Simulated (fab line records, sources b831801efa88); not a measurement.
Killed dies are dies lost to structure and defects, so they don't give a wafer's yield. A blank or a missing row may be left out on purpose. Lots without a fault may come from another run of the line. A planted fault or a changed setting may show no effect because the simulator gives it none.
Chamber matching | flow gf180mcu | GF_MIM_CVD_05 on pecvd-01: 3 sister chambers
The step deposits Si3N4, target thk 42 nm, time 29.086 s. 6 wafers are shown with their chamber, then 9 later ones without.

WAFERS WITH THEIR CHAMBER
wafer  | chamber | heater_power_w (W)
L862.6 | 2       | 716
L864.3 | 0       | 647
L868.6 | 1       | 496
L870.1 | 0       | 639
L870.5 | 1       | 605
L870.6 | 2       | 715

WAFERS WITHOUT THEIR CHAMBER
wafer  | heater_power_w (W)
L878.1 | 588
L878.3 | 492
L878.4 | 493
L879.1 | 523
L879.3 | 700
L879.4 | 712
L881.3 | 620
L881.4 | 693
L881.5 | 639

WHICH CHAMBER EACH WENT THROUGH
wafer  | from the rows above          | in truth
L878.1 | can't be placed: 1 or 0      | 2
L878.3 | 1                            | 1
L878.4 | 1                            | 1
L879.1 | 1                            | 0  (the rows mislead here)
L879.3 | can't be placed: 2 or 0      | 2
L879.4 | can't be placed: 2 or 0      | 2
L881.3 | can't be placed: 0 or 1 or 2 | 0
L881.4 | can't be placed: 2 or 0      | 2
L881.5 | can't be placed: 0 or 2 or 1 | 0
Placed correctly: 2 of 9. Can't be placed from these rows: 6 (the true chamber is among the candidates in 5). Placed wrongly: 1.
How it was worked out, from the rows above alone: a wafer's distance from a chamber is the root of the sum, over the readings, of the square of ((its reading less the chamber's mean) divided by the reading's scatter). The wafer belongs to the nearest chamber; if the next one is less than 2 further off, it can't be placed. A chamber's mean is the mean of its shown wafers. The scatter: the root of (the sum of the squares of (reading less its chamber's mean) over the shown wafers, divided by (wafers less chambers)).
